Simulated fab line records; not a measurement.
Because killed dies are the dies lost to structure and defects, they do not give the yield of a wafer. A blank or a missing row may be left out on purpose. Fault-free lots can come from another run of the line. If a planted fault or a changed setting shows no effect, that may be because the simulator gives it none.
Comparing a struck lot with a sound one / flow sfq line / 21 steps out of a route of 325
Sound: these wafers, L915.1, L915.2, L915.5. Struck: wafers L914.1, L914.3 (left out: L914.4, a lot-mate that was not struck); the cause follows at the end.
Per side, at each step with rows, come the tool, then ch with its chambers, and then its first start. Under that, the readings that differ: sound wafers / struck wafers / difference of the means / sigmas: that difference in standard deviations of wafers without a fault.
alike: a reading whose means differ by less than 2 such deviations, as well as words and numbers matching on both sides. not compared: withheld readings; readings where some wafer has no value; bounds like >300 that might hide an equal value; numbers whose values overlap and for which the record gives no deviation.
Wherever a step has rows on one side only, a row that says differs or no value, or a row with sigmas, the two part there. Numbers that don't overlap but have no deviation are shown without sigmas and don't part them. A reading that every wafer of one side lacks parts them only if that side has two wafers or more.

first, 2 steps without rows for these wafers: SFQ_TRILAYER_M6_LITHO_PEB_162 (peb time 60 s); SFQ_TRILAYER_M6_LITHO_DEVELOP_161 (time 60 s).
SFQ_M6_OVL_MEAS_940:
  sound on overlay-02 at day 77 15:36; struck on overlay-02 at day 77 09:36
  alike: M6_OVL
then, 1 step without rows for these wafers: SFQ_TRILAYER_M6_BARC_OPEN_METAL_ETCH_206 (etches BARC in O2, target depth 125 nm, time 41.7 s).
SFQ_TRILAYER_M6_ETCH_METAL_ETCH_162: etches Nb in Cl2/Ar, stops on SiO2, target depth 240 nm, time 120 s.
  sound on rie metal-01 ch 0,1, day 77 15:42; struck on rie metal-01 ch 0,1, day 77 09:42
  alike: bias w, drypump motor current A, oes product au, rf fwd power W
  not compared: rf hours counter h
then, 2 steps without rows for these wafers: SFQ_TRILAYER_M6_STRIP_STRIP_163 (strips in O2); SFQ_TRILAYER_M6_STRIP_SOLV_CLEAN_164 (cleans in NMP, time 600 s).
SFQ_TRILAYER_I6_DEP_PECVD_165: deposits SiO2 from SiH4/N2O, time 111.11 s, target thk 500 nm.
  sound on pecvd-03 ch 0,1,2, day 77 16:36; struck on pecvd-04 ch 0,2, day 77 10:36
  alike: heater power w, rf fwd power W, throttle valve pct
SFQ_TRILAYER_I6_CMP_CMP_166: polishes SiO2.
  sound on cmp-02 ch 0,1, day 77 18:31; struck on cmp-02 ch 1,3, day 77 13:01
  alike: edge zone pressure frac, motor current A, platen rpm, time to endpoint s
SFQ_I6_BOW_MEAS_941:
  sound on film metro-02 at day 77 21:31; struck on film metro-02 at day 77 15:31
  alike: I6_BOW
then, 2 steps without rows for these wafers: SFQ_TRILAYER_I6_METRO_MEASURE_167; SFQ_TRILAYER_I6_VIA_LITHO_COAT_174 (resist thk 62 nm).
SFQ_TRILAYER_I6_VIA_LITHO_COAT_169: resist thk 650 nm.
  sound on litho track-04 ch 0, day 77 23:08; struck on litho track-01 ch 0, day 77 17:08
reading=model.KrF_of_TRILAYER_I6_VIA_LITHO_COAT_169.thk nm (nm); sound=651.6 650.4 649.7; struck=669 671.7; difference=+20; sigmas=
  alike: exhaust pa
then, 4 steps without rows for these wafers: SFQ_TRILAYER_I6_VIA_LITHO_SOFTBAKE_173; SFQ_TRILAYER_I6_VIA_LITHO_EXPOSE_170 (exposes mask I6, target cd 700 nm); SFQ_TRILAYER_I6_VIA_LITHO_PEB_172 (peb time 60 s); SFQ_TRILAYER_I6_VIA_LITHO_DEVELOP_171 (time 60 s).
SFQ_I6_OVL_MEAS_942:
  sound on overlay-02 at day 78 04:21; struck on overlay-02 at day 77 21:36
reading=I6_OVL (nm); sound=9 10 3; struck=-2 -5; difference=-11; sigmas=-2
SFQ_TRILAYER_I6_VIA_BARC_OPEN_VIA_ETCH_235: etches BARC in O2, target depth 125 nm, time 41.7 s.
  sound on rie diel-04 ch 0,1,2, day 78 04:23; struck on rie diel-02 ch 0,2, day 77 21:38
  alike: bias w, drypump motor current A, oes product au, rf fwd power W
  not compared: rf hours counter h
SFQ_TRILAYER_I6_VIA_ETCH_VIA_ETCH_172: etches SiO2 in CHF3, stops on Nb, target depth 260 nm.
  sound on rie diel-04 ch 0,1,2, day 78 04:26; struck on rie diel-02 ch 0,2, day 77 21:41
reading=rf fwd power W (W); sound=499.1 497.8 499.4; struck=494.5 497.0; difference=-3.0; sigmas=-2
reading=model.KrF_of_TRILAYER_I6_VIA_LITHO_COAT_169.thk nm (nm); sound=530.5 528.3 527.3; struck=546.9 549.8; difference=+19.6; sigmas=
  alike: bias w, drypump motor current A, oes product au
SFQ_TRILAYER_I6_VIA_STRIP_STRIP_173: strips in O2.
  sound on rie metal-03 ch 0,1, day 78 04:32; struck on rie metal-03 ch 0,1, day 77 21:47
  alike: drypump motor current A, oes product au
  not compared: rf hours counter h

== WHERE THEY PART ==
First at SFQ_I6_OVL_MEAS_942; last, within this record, at SFQ_TRILAYER_I6_VIA_ETCH_VIA_ETCH_172. Later steps at which nothing parts them and some readings are alike: SFQ_TRILAYER_I6_VIA_STRIP_STRIP_173.

WHY: whatever the simulator had introduced
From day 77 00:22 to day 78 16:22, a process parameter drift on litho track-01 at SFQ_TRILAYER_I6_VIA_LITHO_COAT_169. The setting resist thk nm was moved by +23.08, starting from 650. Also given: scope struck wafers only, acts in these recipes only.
